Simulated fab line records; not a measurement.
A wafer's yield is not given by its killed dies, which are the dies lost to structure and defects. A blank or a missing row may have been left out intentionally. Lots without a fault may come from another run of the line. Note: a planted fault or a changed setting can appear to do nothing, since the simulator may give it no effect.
Which of the tools did it? -- flow gf180mcu -- 42 wafers from 14 lots sampled at 3 of the route's 602 steps

== WHAT EACH GAUGE READ, for each wafer ==
GF_V4_THK_MEAS_25: measures by xrf.
lot,measured,on,V4_W_THK (nm)
L738,day 24 10:02,film metro-02,345 347 341
L739,day 24 18:42,film metro-04,341 338 343
L741,day 25 10:29,film metro-04,349 348 342
L742,day 26 03:52,film metro-04,334 344 338
L743,day 26 10:38,film metro-04,345 340 347
L744,day 26 16:19,film metro-01,331 336 333
L751,day 28 20:38,film metro-02,344 338 343
L752,day 28 20:59,film metro-01,331 337 333
L753,day 29 09:02,film metro-02,340 336 337
L754,day 29 13:32,film metro-04,346 347 347
L756,day 30 03:11,film metro-02,343 344 342
L757,day 30 06:47,film metro-04,343 343 344
L759,day 30 21:52,film metro-01,339 338 337
L761,day 31 11:49,film metro-02,347 341 346

GF_V5_BOW_MEAS_05.
lot,measured,on,V5_BOW (um)
L738,day 26 07:23,film metro-01,148 140 159
L739,day 26 14:56,film metro-04,134 140 122
L741,day 27 06:58,film metro-04,133 137 130
L742,day 27 22:37,film metro-03,141 139 142
L743,day 28 05:47,film metro-03,120 120 125
L744,day 28 10:43,film metro-04,134 135 132
L751,day 30 11:58,film metro-03,136 122 123
L752,day 30 12:55,film metro-04,128 128 121
L753,day 31 01:08,film metro-03,140 143 139
L754,day 31 04:32,film metro-04,137 140 137
L756,day 31 18:20,film metro-01,144 156 161
L757,day 31 21:18,film metro-01,138 137 140
L759,day 32 11:23,film metro-03,141 132 135
L761,day 33 00:26,film metro-01,142 122 152

== WHAT TOOL EACH LOT RAN ON (gives the tool, then ch and the chambers of the sampled wafers, and finally the start) ==
lot,GF_SAB_STRIP_13
L738,"plasma asher-02 ch 0,1, day 15 01:53"
L739,"plasma asher-01 ch 0,1, day 15 09:59"
L741,"plasma asher-01 ch 0,1, day 16 03:32"
L742,"plasma asher-04 ch 0,1, day 16 21:41"
L743,"plasma asher-01 ch 0,1, day 17 03:54"
L744,"plasma asher-04 ch 0,1, day 17 11:06"
L751,"plasma asher-04 ch 0,1, day 20 02:06"
L752,"plasma asher-04 ch 0,1, day 20 02:41"
L753,"plasma asher-02 ch 0,1, day 20 18:35"
L754,"plasma asher-01 ch 0,1, day 21 00:23"
L756,"plasma asher-01 ch 0,1, day 21 15:25"
L757,"plasma asher-02 ch 0,1, day 21 22:06"
L759,"plasma asher-01 ch 0,1, day 22 15:04"
L761,"plasma asher-04 ch 0,1, day 23 07:56"
- GF_SAB_STRIP_13: strips in O2/N2.

== AS READ BY THE TOOLS THEMSELVES (means over the sampled wafers that have a number; for cases with no such wafer, the mark the record gives instead) ==
GF_SAB_STRIP_13.
lot,tool,drypump motor current A (A),heater power w (W),oes product au (a.u.),strip time to endpoint s (s)
L738,plasma asher-02,5.5,369,0.709,12.60
L739,plasma asher-01,5.7,293,0.711,12.58
L741,plasma asher-01,5.7,296,0.712,12.58
L742,plasma asher-04,6.2,370,0.709,12.61
L743,plasma asher-01,5.7,293,0.707,12.59
L744,plasma asher-04,5.8,366,0.713,12.64
L751,plasma asher-04,5.8,344,0.711,12.67
L752,plasma asher-04,5.8,348,0.708,12.62
L753,plasma asher-02,5.4,366,0.710,12.63
L754,plasma asher-01,5.4,280,0.711,12.62
L756,plasma asher-01,5.7,298,0.712,12.59
L757,plasma asher-02,5.5,364,0.708,12.61
L759,plasma asher-01,5.4,288,0.710,12.60
L761,plasma asher-04,5.8,345,0.712,12.68

== THE ANSWER, worked out from the rows above alone ==
Rule: what is usual is taken from the lots themselves. The widest of any qualifying gaps counts: lots, ordered by their means at a reading, are off when they make up no more than a third of the lots, leave a main group of 4 or more, and stand apart from it by 3 or more times the standard deviation of that group's means. A main group whose means are all the same, to the digits that the tables above print for the reading, isn't used. Also off: a lot with no number at a reading for which 4 or more lots have one. All remaining lots with rows at the step are treated as sound. After the gauges, taken in route order, come the tools' own readings; for these a lot's mean is taken, as printed above. At the first step where some lot is off, the reading lying furthest off is the one used; lots without a number count as furthest.
None of the lots is off at any reading shown; this tells nothing.

== WHAT HAD BEEN PUT IN BY THE SIMULATOR ==
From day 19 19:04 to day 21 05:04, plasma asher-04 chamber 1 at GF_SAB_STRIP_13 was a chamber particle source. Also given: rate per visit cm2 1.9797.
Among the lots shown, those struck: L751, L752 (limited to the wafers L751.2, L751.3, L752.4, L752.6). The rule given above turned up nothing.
